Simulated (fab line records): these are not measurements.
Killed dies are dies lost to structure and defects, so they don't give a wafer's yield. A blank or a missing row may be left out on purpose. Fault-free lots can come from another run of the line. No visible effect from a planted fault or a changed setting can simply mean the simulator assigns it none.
One fault seen from 2 desks || flow sfqLine || what lay behind the numbers comes last; until then each desk has only its own

== THE METROLOGY DESK ==
What the gauges read for every lot (on any tool): the sampled wafers with a number, averaged. If a lot's mean is further than 4 standard deviations from the usual mean, the lot is out of limits and carries the mark OUT (the distance appears in the brackets).
Columns: A = L0V_OVL at SFQ_L0V_OVL_MEAS_903, usual 1 nm
{"lot": "L498", "first seen here": "day 8 02:40", "A": -4}
{"lot": "L503", "first seen here": "day 9 16:39", "A": 1}
{"lot": "L509", "first seen here": "day 11 02:53", "A": 10}
{"lot": "L513", "first seen here": "day 12 08:54", "A": -4}
{"lot": "L518", "first seen here": "day 14 08:18", "A": 2}
{"lot": "L519", "first seen here": "day 14 15:31", "A": -3}
This desk's verdict: no lot among the 6 shows anything out of limits.

== AT THE TOOL OWNER'S DESK: rieDiel-02 ==
The tool's own readings at SFQ_TRILAYER_L0_VIA_BARC_OPEN_VIA_ETCH_021 (etches BARC in O2, target depth 125 nm, time 41.7 s): means of the sampled wafers that have a number, for each lot that ran on this tool. If a lot's mean is further than 4 standard deviations from the usual mean, the lot is out of limits and carries the mark OUT (the distance appears in the brackets).
Columns: A = drypumpMotorCurrentA at SFQ_TRILAYER_L0_VIA_BARC_OPEN_VIA_ETCH_021, usual 5.7 A; B = oesProductAu at SFQ_TRILAYER_L0_VIA_BARC_OPEN_VIA_ETCH_021, usual 0.685 a.u.
{"lot": "L503", "first seen here": "day 9 16:41", "A": 5.4, "B": 0.688}
{"lot": "L509", "first seen here": "day 11 02:56", "A": 5.4, "B": 0.684}
{"lot": "L513", "first seen here": "day 12 08:56", "A": 5.2, "B": 0.686}
This desk's verdict: no lot among the 3 shows anything out of limits.

== TAKEN TOGETHER ==
Metrology desk: nothing out of limits seen.
The tool owner's desk saw nothing out of limits.

== WHAT THE SIMULATOR HAD PUT IN ==
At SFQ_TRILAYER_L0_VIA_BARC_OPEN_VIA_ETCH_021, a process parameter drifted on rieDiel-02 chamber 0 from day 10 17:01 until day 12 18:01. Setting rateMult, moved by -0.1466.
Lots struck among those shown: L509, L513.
